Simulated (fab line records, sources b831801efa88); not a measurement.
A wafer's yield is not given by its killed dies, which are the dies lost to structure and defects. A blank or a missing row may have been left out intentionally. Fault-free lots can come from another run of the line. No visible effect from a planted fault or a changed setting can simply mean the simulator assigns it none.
Comparing a struck lot with a sound one    flow sky130    26 steps out of a route of 708
Sound: the wafers L231.2, L231.4, L231.6. The struck wafers were L247.1, L247.2, L247.6. The cause is named last.
At each step with rows: each side's tool, then ch and its chambers, then its first start. Under that, the readings that differ: sound wafers    struck wafers    difference of the means    sigmas: that difference in standard deviations of wafers without a fault.
alike: words and numbers the same on both sides, and readings whose means are apart by under 2 such deviations; not compared: readings that were withheld, readings missing a value for some wafer, numbers with overlapping values and no deviation given by the record, and bounds like >300 which may hide the same value.
Wherever a step has rows on one side only, a row that says differs or no value, or a row with sigmas, the two part there. Non-overlapping numbers with no deviation appear without sigmas and do not part them. A reading that every wafer of one side lacks parts them only if that side has two wafers or more.

first, 1 step without rows for these wafers: SKY_VT_ADJUST_HVTP_IMPLANT_09.
SKY_VT_ADJUST_HVTP_STRIP_10: strips in O2/N2.
  sound on plasmaAsher-02 ch 0,1, day 5 21:40; struck on plasmaAsher-04 ch 0,1, day 10 08:23
  alike: drypumpMotorCurrentA, oesProductAu, stripTimeToEndpointS
  not compared: rfHoursCounterH
SKY_VT_ADJUST_HVTP_TW_MEAS_11:
  sound: filmMetro-01 at day 5 21:47; struck: filmMetro-03 at day 10 08:29
  alike: VT_ADJUST_HVTP_TW
then, 7 steps without rows for these wafers: SKY_VT_ADJUST_LVTN_DEHYDRATE_00 (time 60 s); SKY_VT_ADJUST_LVTN_HMDS_01 (prime time 60 s); SKY_VT_ADJUST_LVTN_COAT_02 (resist thk 3000 nm); SKY_VT_ADJUST_LVTN_SOFTBAKE_03; SKY_VT_ADJUST_LVTN_EXPOSE_04 (exposes mask NWM COMPLEMENT LESS NATIVE, target cd 840 nm); SKY_VT_ADJUST_LVTN_PEB_05; SKY_VT_ADJUST_LVTN_DEVELOP_06 (develop time 60 s).
SKY_VT_ADJUST_LVTN_OVL_MEAS_07:
  sound: overlay-01 at day 6 16:37; struck: overlay-01 at day 11 07:28
  alike: VT_ADJUST_LVTN_OVL
next, for these wafers, 1 step has no rows: SKY_VT_ADJUST_LVTN_IMPLANT_08.
SKY_VT_ADJUST_LVTN_STRIP_09: strips in O2/N2.
  sound on plasmaAsher-02 ch 0,1, day 6 16:48; struck on plasmaAsher-02 ch 0,1, day 11 07:39
reading                                          sound              struck             difference                     sigmas
oesProductAu (a.u.)                              0.727 0.729 0.726  0.939 0.927 0.937  +0.207                         +41
stripTimeToEndpointS (s)                         37.08 37.09 37.07  - - -              no value on the struck wafers  
model.coat_of_VT_ADJUST_LVTN_COAT_02.thkNm (nm)  0 0 0              1507 1511 1512     +1510                          
  alike: drypumpMotorCurrentA
  not compared: rfHoursCounterH
SKY_VT_ADJUST_LVTN_TW_MEAS_10:
  sound: filmMetro-02 at day 6 16:55; struck: filmMetro-02 at day 11 07:45
  alike: VT_ADJUST_LVTN_TW
then, 7 steps without rows for these wafers: SKY_VT_ADJUST_LVTN_DEHYDRATE_11 (time 60 s); SKY_VT_ADJUST_LVTN_HMDS_12 (prime time 60 s); SKY_VT_ADJUST_LVTN_COAT_13 (resist thk 1140 nm); SKY_VT_ADJUST_LVTN_SOFTBAKE_14 (time 60 s); SKY_VT_ADJUST_LVTN_EXPOSE_15 (exposes mask HVN STD DERIVED, target cd 600 nm); SKY_VT_ADJUST_LVTN_PEB_16; SKY_VT_ADJUST_LVTN_DEVELOP_17 (develop time 60 s).
SKY_VT_ADJUST_LVTN_OVL_MEAS_18:
  sound: overlay-02 at day 7 12:22; struck: overlay-02 at day 12 05:51
  alike: VT_ADJUST_LVTN_01_OVL
next, for these wafers, 1 step has no rows: SKY_VT_ADJUST_LVTN_IMPLANT_19.
SKY_VT_ADJUST_LVTN_STRIP_20: strips in O2/N2.
  sound on plasmaAsher-04 ch 0,1, day 7 12:33; struck on plasmaAsher-04 ch 0,1, day 12 06:02
reading                   sound              struck             difference  sigmas
stripTimeToEndpointS (s)  14.13 14.12 14.14  36.77 36.80 36.81  +22.66      +99 or more
  alike: drypumpMotorCurrentA, oesProductAu
  not compared: rfHoursCounterH
SKY_VT_ADJUST_LVTN_TW_MEAS_21:
  sound: filmMetro-03 at day 7 12:40; struck: filmMetro-02 at day 12 06:08
reading              sound              struck          difference  sigmas
VT_ADJUST_LVTN_2_TW  185.3 185.4 186.1  30.3 30.4 30.3  -155.3      -86
then, 1 step without rows for these wafers: SKY_VT_ADJUST_NCORE_DEHYDRATE_00 (time 60 s).

WHERE THEY PART
Last at SKY_VT_ADJUST_LVTN_TW_MEAS_21 as far as this record goes, first at SKY_VT_ADJUST_LVTN_STRIP_09.

WHY: whatever the simulator had introduced
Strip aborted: plasmaAsher-02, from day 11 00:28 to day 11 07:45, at SKY_VT_ADJUST_LVTN_STRIP_09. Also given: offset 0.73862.
